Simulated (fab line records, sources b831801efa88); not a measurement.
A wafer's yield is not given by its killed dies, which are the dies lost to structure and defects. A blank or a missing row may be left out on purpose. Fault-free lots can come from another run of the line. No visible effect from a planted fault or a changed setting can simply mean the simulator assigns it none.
Which tool did it? :: flow sky130 :: 10 lots, 30 wafers sampled, at 5 steps of a route of 708

== WHAT THE GAUGES READ, wafer by wafer ==
SKY_METAL1_RS_MEAS_05: a four-point-probe measurement.
lot: L320
measured: day 32 06:23
on: filmMetro-04
METAL1_ALCU_RS (ohm/sq): 0.1271 0.1263 0.1266

lot: L319
measured: day 32 09:04
on: filmMetro-01
METAL1_ALCU_RS (ohm/sq): 0.1274 0.1272 0.1257

lot: L330
measured: day 35 17:47
on: filmMetro-04
METAL1_ALCU_RS (ohm/sq): 0.1254 0.1384 0.1252

lot: L331
measured: day 35 22:58
on: filmMetro-04
METAL1_ALCU_RS (ohm/sq): 0.1236 0.1258 0.1240

lot: L333
measured: day 36 14:44
on: filmMetro-04
METAL1_ALCU_RS (ohm/sq): 0.1256 0.1263 0.1248

lot: L336
measured: day 37 07:57
on: filmMetro-04
METAL1_ALCU_RS (ohm/sq): 0.1236 0.1248 0.1243

lot: L338
measured: day 37 21:47
on: filmMetro-02
METAL1_ALCU_RS (ohm/sq): 0.1266 0.1261 0.1274

lot: L339
measured: day 38 00:08
on: filmMetro-02
METAL1_ALCU_RS (ohm/sq): 0.1284 0.1280 0.1277

lot: L341
measured: day 38 18:22
on: filmMetro-02
METAL1_ALCU_RS (ohm/sq): 0.1281 0.1265 0.1261

lot: L342
measured: day 38 22:09
on: filmMetro-02
METAL1_ALCU_RS (ohm/sq): 0.1273 0.1270 0.1270

SKY_METAL1_THK_MEAS_06: measures by xrf.
lot: L320
measured: day 32 06:31
on: filmMetro-04
METAL1_ALCU_THK (nm): 252 253 253

lot: L319
measured: day 32 09:10
on: filmMetro-01
METAL1_ALCU_THK (nm): 251 252 255

lot: L330
measured: day 35 17:54
on: filmMetro-04
METAL1_ALCU_THK (nm): 255 232 257

lot: L331
measured: day 35 23:05
on: filmMetro-04
METAL1_ALCU_THK (nm): 259 256 259

lot: L333
measured: day 36 14:52
on: filmMetro-04
METAL1_ALCU_THK (nm): 254 255 256

lot: L336
measured: day 37 08:04
on: filmMetro-04
METAL1_ALCU_THK (nm): 258 258 259

lot: L338
measured: day 37 21:53
on: filmMetro-02
METAL1_ALCU_THK (nm): 257 255 253

lot: L339
measured: day 38 00:14
on: filmMetro-02
METAL1_ALCU_THK (nm): 251 251 253

lot: L341
measured: day 38 18:29
on: filmMetro-02
METAL1_ALCU_THK (nm): 252 255 255

lot: L342
measured: day 38 22:16
on: filmMetro-02
METAL1_ALCU_THK (nm): 253 254 254

== WHAT TOOL EACH LOT RAN ON (gives the tool, then ch and the chambers of the sampled wafers, and finally the start) ==
lot: L320
SKY_CONTACT_CVD_00: pecvd-01 ch 1,2, day 30 23:26
SKY_METAL1_SPUTTER_00: pvdSputter-03, day 32 06:15
SKY_METAL1_SPUTTER_02: pvdSputter-03, day 32 06:17

lot: L319
SKY_CONTACT_CVD_00: pecvd-04 ch 0,1, day 31 02:08
SKY_METAL1_SPUTTER_00: pvdSputter-01, day 32 08:53
SKY_METAL1_SPUTTER_02: pvdSputter-01, day 32 08:56

lot: L330
SKY_CONTACT_CVD_00: pecvd-03 ch 0,1,2, day 34 12:50
SKY_METAL1_SPUTTER_00: pvdSputter-03, day 35 17:38
SKY_METAL1_SPUTTER_02: pvdSputter-03, day 35 17:41

lot: L331
SKY_CONTACT_CVD_00: pecvd-04 ch 0,1,2, day 34 18:36
SKY_METAL1_SPUTTER_00: pvdSputter-01, day 35 22:49
SKY_METAL1_SPUTTER_02: pvdSputter-01, day 35 22:52

lot: L333
SKY_CONTACT_CVD_00: pecvd-01 ch 0,1, day 35 10:19
SKY_METAL1_SPUTTER_00: pvdSputter-01, day 36 14:36
SKY_METAL1_SPUTTER_02: pvdSputter-01, day 36 14:38

lot: L336
SKY_CONTACT_CVD_00: pecvd-03 ch 0,2, day 36 03:44
SKY_METAL1_SPUTTER_00: pvdSputter-01, day 37 07:49
SKY_METAL1_SPUTTER_02: pvdSputter-01, day 37 07:52

lot: L338
SKY_CONTACT_CVD_00: pecvd-03 ch 1,2, day 36 18:59
SKY_METAL1_SPUTTER_00: pvdSputter-01, day 37 21:36
SKY_METAL1_SPUTTER_02: pvdSputter-01, day 37 21:38

lot: L339
SKY_CONTACT_CVD_00: pecvd-01 ch 0,2, day 36 20:52
SKY_METAL1_SPUTTER_00: pvdSputter-03, day 37 23:58
SKY_METAL1_SPUTTER_02: pvdSputter-03, day 38 00:01

lot: L341
SKY_CONTACT_CVD_00: pecvd-01 ch 1,2, day 37 14:56
SKY_METAL1_SPUTTER_00: pvdSputter-03, day 38 18:14
SKY_METAL1_SPUTTER_02: pvdSputter-03, day 38 18:17

lot: L342
SKY_CONTACT_CVD_00: pecvd-03 ch 0,2, day 37 19:02
SKY_METAL1_SPUTTER_00: pvdSputter-02, day 38 22:01
SKY_METAL1_SPUTTER_02: pvdSputter-02, day 38 22:04
- SKY_CONTACT_CVD_00: deposits Si3N4, target thk 75 nm.
- SKY_METAL1_SPUTTER_00: material Ti, target thk 15 nm, time 10 s.
- SKY_METAL1_SPUTTER_02: material AlCu, target thk 250 nm, time 13.3 s.

== AS READ BY THE TOOLS THEMSELVES (means over the sampled wafers that have a number; for cases with no such wafer, the mark the record gives instead) ==
SKY_CONTACT_CVD_00.
lot: L320
tool: pecvd-01
heaterPowerW (W): 697
rfFwdPowerW (W): 444.3

lot: L319
tool: pecvd-04
heaterPowerW (W): 670
rfFwdPowerW (W): 442.1

lot: L330
tool: pecvd-03
heaterPowerW (W): 633
rfFwdPowerW (W): 445.6

lot: L331
tool: pecvd-04
heaterPowerW (W): 646
rfFwdPowerW (W): 443.9

lot: L333
tool: pecvd-01
heaterPowerW (W): 743
rfFwdPowerW (W): 445.2

lot: L336
tool: pecvd-03
heaterPowerW (W): 595
rfFwdPowerW (W): 445.1

lot: L338
tool: pecvd-03
heaterPowerW (W): 637
rfFwdPowerW (W): 446.7

lot: L339
tool: pecvd-01
heaterPowerW (W): 773
rfFwdPowerW (W): 444.8

lot: L341
tool: pecvd-01
heaterPowerW (W): 716
rfFwdPowerW (W): 446.1

lot: L342
tool: pecvd-03
heaterPowerW (W): 613
rfFwdPowerW (W): 446.1

SKY_METAL1_SPUTTER_00.
lot: L320
tool: pvdSputter-03
cathodeDcPowerW (W): 3000.5
throttleValvePct (%): 30.0

lot: L319
tool: pvdSputter-01
cathodeDcPowerW (W): 2999.6
throttleValvePct (%): 29.4

lot: L330
tool: pvdSputter-03
cathodeDcPowerW (W): 3000.3
throttleValvePct (%): 29.8

lot: L331
tool: pvdSputter-01
cathodeDcPowerW (W): 3000.4
throttleValvePct (%): 29.0

lot: L333
tool: pvdSputter-01
cathodeDcPowerW (W): 2999.9
throttleValvePct (%): 29.0

lot: L336
tool: pvdSputter-01
cathodeDcPowerW (W): 2999.7
throttleValvePct (%): 28.5

lot: L338
tool: pvdSputter-01
cathodeDcPowerW (W): 2999.6
throttleValvePct (%): 29.0

lot: L339
tool: pvdSputter-03
cathodeDcPowerW (W): 3000.3
throttleValvePct (%): 29.7

lot: L341
tool: pvdSputter-03
cathodeDcPowerW (W): 2999.9
throttleValvePct (%): 29.5

lot: L342
tool: pvdSputter-02
cathodeDcPowerW (W): 2999.7
throttleValvePct (%): 29.5

SKY_METAL1_SPUTTER_02.
lot: L320
tool: pvdSputter-03
cathodeDcPowerW (W): 10601
throttleValvePct (%): 30.1

lot: L319
tool: pvdSputter-01
cathodeDcPowerW (W): 10600
throttleValvePct (%): 29.4

lot: L330
tool: pvdSputter-03
cathodeDcPowerW (W): 10311
throttleValvePct (%): 29.7

lot: L331
tool: pvdSputter-01
cathodeDcPowerW (W): 10602
throttleValvePct (%): 29.0

lot: L333
tool: pvdSputter-01
cathodeDcPowerW (W): 10600
throttleValvePct (%): 29.1

lot: L336
tool: pvdSputter-01
cathodeDcPowerW (W): 10602
throttleValvePct (%): 28.5

lot: L338
tool: pvdSputter-01
cathodeDcPowerW (W): 10600
throttleValvePct (%): 29.1

lot: L339
tool: pvdSputter-03
cathodeDcPowerW (W): 10600
throttleValvePct (%): 29.9

lot: L341
tool: pvdSputter-03
cathodeDcPowerW (W): 10600
throttleValvePct (%): 29.3

lot: L342
tool: pvdSputter-02
cathodeDcPowerW (W): 10598
throttleValvePct (%): 29.7

== THE ANSWER, worked out from the rows above alone ==
Rule: the lots themselves supply what counts as usual. Put in order of their means at a reading, lots are off if they are a third of the lots or fewer, leave a main group of 4 or more, and stand apart from it by a gap of 3 or more times the standard deviation of the main group's means; of several such gaps the widest counts. The tables above print the reading to a certain number of digits; a main group whose means all agree to those digits is not used. Also off: a lot with no number at a reading for which 4 or more lots have one. All remaining lots with rows at the step are treated as sound. Order of review: gauges by route order, followed by the tools' own readings, for which a lot's mean as printed above is used. The first step at which some lot is off is used, and at that step the reading that is off furthest; a lot without a number counts as furthest.
Off: L330 (SKY_METAL1_SPUTTER_02, cathodeDcPowerW). Mean 10600 W and standard deviation 1.2 in the main group.
If a tool, at that step or one of the process steps before it, ran each lot that is off and ran no sound lot following the first of them, it fits. None of those tried fits.

== WHAT THE SIMULATOR PUT IN ==
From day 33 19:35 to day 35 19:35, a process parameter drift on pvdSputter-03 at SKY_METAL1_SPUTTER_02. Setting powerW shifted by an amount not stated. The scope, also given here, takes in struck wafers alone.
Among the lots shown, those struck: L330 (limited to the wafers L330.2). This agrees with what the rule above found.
